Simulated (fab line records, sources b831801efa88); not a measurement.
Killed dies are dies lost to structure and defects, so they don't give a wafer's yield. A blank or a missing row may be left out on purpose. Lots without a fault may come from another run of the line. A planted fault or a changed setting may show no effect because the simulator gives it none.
Chamber matching | flow sky130 | SKY_VIA1_ETCH_14 on rie_diel-04: 4 sister chambers
The step etches BARC in N2/H2, stops on SiO2, time 45.9 s, target depth 60 nm. 4 wafers are shown with their chamber, then 7 later ones without.

WAFERS WITH THEIR CHAMBER
wafer  | chamber | drypump_motor_current_A (A)
L076.4 | 0       | 5.7
L090.5 | 2       | 5.8
L093.2 | 1       | 4.9
L093.4 | 3       | 5.2

WAFERS WITHOUT THEIR CHAMBER
wafer  | drypump_motor_current_A (A)
L093.6 | 5.2
L097.1 | 5.7
L097.5 | 4.9
L097.6 | 5.7
L096.1 | 5.2
L096.2 | 5.6
L096.5 | 5.6

WHICH CHAMBER EACH WENT THROUGH
wafer  | from the rows above     | in truth
L093.6 | 3                       | 3
L097.1 | can't be placed: 0 or 2 | 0
L097.5 | 1                       | 1
L097.6 | can't be placed: 0 or 2 | 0
L096.1 | 3                       | 3
L096.2 | can't be placed: 0 or 2 | 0
L096.5 | can't be placed: 0 or 2 | 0
Placed correctly: 3 of 7. Can't be placed from these rows: 4 (the true chamber is among the candidates in 4). Placed wrongly: 0.
How it was worked out, from the rows above alone: a wafer's distance from a chamber is the root of the sum, over the readings, of the square of ((its reading less the chamber's mean) divided by the reading's scatter). The wafer belongs to the nearest chamber; if the next one is less than 2 further off, it can't be placed. A chamber's mean is the mean of its shown wafers. The scatter: with one shown wafer a chamber, the root of the mean of the squares of how far each hidden wafer lies from its nearest shown one.
